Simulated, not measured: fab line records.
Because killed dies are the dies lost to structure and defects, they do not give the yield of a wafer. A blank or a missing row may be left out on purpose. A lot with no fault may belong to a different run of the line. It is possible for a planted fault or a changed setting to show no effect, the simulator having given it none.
What tool caused it? ; flow sky130 ; 13 lots with 39 wafers sampled at 5 steps, on a route of 708 steps

## WHAT THE GAUGES SHOWED, per wafer
The record holds no reading of a measuring or inspecting step that can be judged against a usual standard deviation.

## WHAT TOOL EACH LOT RAN ON (gives the tool, then ch and the chambers of the sampled wafers, and finally the start)
lot;SKY_POLY_GATE_CVD_00;SKY_METAL4_STRIP_19;SKY_VIA4_SPUTTER_17;SKY_PASSIVATION_CVD_00;SKY_PAD_OPEN_PROBE_99
L585;lpcvd-01 ch 1, day 14 08:32;plasma_asher-03 ch 0,1, day 41 22:51;pvd_sputter-03, day 43 00:46;pecvd-02 ch 1,2, day 44 00:56;-
L586;lpcvd-01 ch 0, day 14 09:44;plasma_asher-03 ch 0,1, day 42 03:06;pvd_sputter-03, day 43 04:49;pecvd-02 ch 0,2, day 44 05:52;-
L588;lpcvd-01 ch 1, day 14 18:02;plasma_asher-03 ch 0, day 42 04:57;pvd_sputter-03, day 43 06:32;pecvd-02 ch 2, day 44 06:29;-
L591;lpcvd-01 ch 1, day 16 02:19;plasma_asher-04 ch 0,1, day 43 21:45;pvd_sputter-03, day 44 21:27;pecvd-03 ch 0,1, day 45 19:26;-
L592;lpcvd-01 ch 0, day 16 05:39;plasma_asher-04 ch 0,1, day 43 22:22;pvd_sputter-04, day 44 21:43;pecvd-01 ch 0,1,2, day 45 20:18;prober-02, day 47 15:36
L593;lpcvd-01 ch 1, day 16 12:50;plasma_asher-03 ch 0,1, day 43 23:12;pvd_sputter-03, day 44 22:49;pecvd-02 ch 0,1, day 45 21:25;prober-01, day 47 16:52
L594;lpcvd-01 ch 0, day 17 04:15;plasma_asher-03 ch 0,1, day 44 08:37;pvd_sputter-02, day 45 08:10;pecvd-03 ch 0,1,2, day 46 06:28;prober-02, day 48 01:19
L595;lpcvd-01 ch 1, day 17 10:58;plasma_asher-03 ch 0,1, day 44 12:18;pvd_sputter-02, day 45 11:04;pecvd-01 ch 0,1,2, day 46 09:34;prober-01, day 48 03:04
L601;lpcvd-01 ch 1, day 19 21:03;plasma_asher-02 ch 0,1, day 46 11:14;pvd_sputter-03, day 47 08:32;pecvd-02 ch 0,1,2, day 48 05:28;-
L602;lpcvd-01 ch 1, day 20 01:34;plasma_asher-04 ch 0,1, day 46 12:00;pvd_sputter-03, day 47 09:55;pecvd-03 ch 0,2, day 48 06:56;-
L603;lpcvd-01 ch 1, day 20 13:57;plasma_asher-04 ch 0,1, day 46 15:09;pvd_sputter-03, day 47 13:04;pecvd-01 ch 0,2, day 48 09:05;-
L604;lpcvd-01 ch 0, day 20 15:09;plasma_asher-04 ch 0,1, day 46 18:50;pvd_sputter-04, day 47 16:08;pecvd-02 ch 0,1,2, day 48 12:19;-
L607;lpcvd-01 ch 1, day 22 12:14;plasma_asher-02 ch 0,1, day 47 22:53;pvd_sputter-02, day 48 19:01;pecvd-02 ch 0,1,2, day 49 14:04;-
- SKY_POLY_GATE_CVD_00: deposits poly-Si, target thk 180 nm, time 720 s.
- SKY_METAL4_STRIP_19: strips in O2/N2.
- SKY_VIA4_SPUTTER_17: material TiN, target thk 20 nm, time 80 s.
- SKY_PASSIVATION_CVD_00: deposits SiO2, target thk 90 nm.
- SKY_PAD_OPEN_PROBE_99

## AS READ BY THE TOOLS THEMSELVES (means over the sampled wafers that have a number; for cases with no such wafer, the mark the record gives instead)
SKY_POLY_GATE_CVD_00. Usual: 619.6 C for spike_tc_lower_C, sd 0.97.
lot;tool;spike_tc_lower_C (C);flag
L585;lpcvd-01;619.5;
L586;lpcvd-01;618.4;
L588;lpcvd-01;620.6;
L591;lpcvd-01;619.3;
L592;lpcvd-01;619.0;
L593;lpcvd-01;619.2;
L594;lpcvd-01;618.8;
L595;lpcvd-01;619.3;
L601;lpcvd-01;619.8;
L602;lpcvd-01;620.0;
L603;lpcvd-01;621.3;
L604;lpcvd-01;619.2;
L607;lpcvd-01;620.1;

SKY_METAL4_STRIP_19. Usual: drypump_motor_current_A 5.4 A, standard deviation 0.44; oes_product_au 0.503 a.u., standard deviation 0.0058; strip_time_to_endpoint_s 6.56 s, standard deviation 0.093.
lot;tool;drypump_motor_current_A (A);oes_product_au (a.u.);strip_time_to_endpoint_s (s);flag
L585;plasma_asher-03;4.9;0.500;6.51;
L586;plasma_asher-03;4.9;0.503;6.57;
L588;plasma_asher-03;4.8;0.497;6.42;
L591;plasma_asher-04;5.6;0.501;6.53;
L592;plasma_asher-04;5.7;0.508;6.51;
L593;plasma_asher-03;5.0;0.501;6.59;
L594;plasma_asher-03;4.9;0.502;6.67;
L595;plasma_asher-03;4.9;0.512;6.67;
L601;plasma_asher-02;5.7;0.497;6.59;
L602;plasma_asher-04;5.6;0.503;6.60;
L603;plasma_asher-04;5.7;0.502;6.47;
L604;plasma_asher-04;5.6;0.504;6.54;
L607;plasma_asher-02;5.9;0.500;6.55;

SKY_VIA4_SPUTTER_17. Usual: 30.2 % for throttle_valve_pct, sd 1.2.
lot;tool;throttle_valve_pct (%);flag
L585;pvd_sputter-03;30.2;
L586;pvd_sputter-03;29.9;
L588;pvd_sputter-03;29.8;
L591;pvd_sputter-03;29.5;
L592;pvd_sputter-04;29.6;
L593;pvd_sputter-03;29.8;
L594;pvd_sputter-02;29.0;
L595;pvd_sputter-02;30.8;
L601;pvd_sputter-03;30.8;
L602;pvd_sputter-03;29.6;
L603;pvd_sputter-03;30.6;
L604;pvd_sputter-04;30.3;
L607;pvd_sputter-02;30.5;

SKY_PASSIVATION_CVD_00. Usual: 713 W for heater_power_w, sd 88.
lot;tool;heater_power_w (W);flag
L585;pecvd-02;728;
L586;pecvd-02;702;
L588;pecvd-02;687;
L591;pecvd-03;667;
L592;pecvd-01;729;
L593;pecvd-02;697;
L594;pecvd-03;654;
L595;pecvd-01;738;
L601;pecvd-02;687;
L602;pecvd-03;543;
L603;pecvd-01;702;
L604;pecvd-02;737;
L607;pecvd-02;687;

SKY_PAD_OPEN_PROBE_99. Usual: killed_at_M0_to_M3 43, standard deviation 7.1; killed_at_M4_up 3.0, standard deviation 1.9; killed_at_contacts 24, standard deviation 5; killed_at_front_end 15, standard deviation 4.3; killed_at_other 0.3, standard deviation 0.5; killed_dies 85, standard deviation 9.6; killed_open 46, standard deviation 7.1; killed_short 39, standard deviation 6.8.
lot;tool;killed_at_M0_to_M3;killed_at_M4_up;killed_at_contacts;killed_at_front_end;killed_at_other;killed_dies;killed_open;killed_short;flag
L592;prober-02;50;3.0;27;18;0.7;99;55;44;
L593;prober-01;46;1.7;19;77;0.7;144;48;39;OFF
L594;prober-02;42;2.7;22;49;0.3;116;46;33;OFF
L595;prober-01;36;2.0;24;76;0.0;138;43;33;OFF

## THE ANSWER, worked out from the rows above alone
Rule: a lot counts as off when the mean over its wafers that have a number is more than 3 standard deviations away from the usual mean. A lot without any number at a reading at which 4 lots or more have one is off too. Any other lot the step has rows for is counted as sound. The gauges are gone through in route order, then the tools' own readings, and for those a lot's mean is taken as printed above. At the first step where some lot is off, the reading lying furthest off is the one used; lots without a number count as furthest.
Off: L593, L594, L595 (SKY_PAD_OPEN_PROBE_99, killed_at_front_end). Neither off nor sound, because the step has no rows for them: L585, L586, L588, L591, L601, L602, L603, L604, L607.
If a tool, at that step or one of the process steps before it, ran each lot that is off and ran no sound lot following the first of them, it fits. 2 tools fit, lpcvd-01 at SKY_POLY_GATE_CVD_00 and plasma_asher-03 at SKY_METAL4_STRIP_19, so this cannot tell which one it is.

## WHAT THE SIMULATOR HAD PUT IN
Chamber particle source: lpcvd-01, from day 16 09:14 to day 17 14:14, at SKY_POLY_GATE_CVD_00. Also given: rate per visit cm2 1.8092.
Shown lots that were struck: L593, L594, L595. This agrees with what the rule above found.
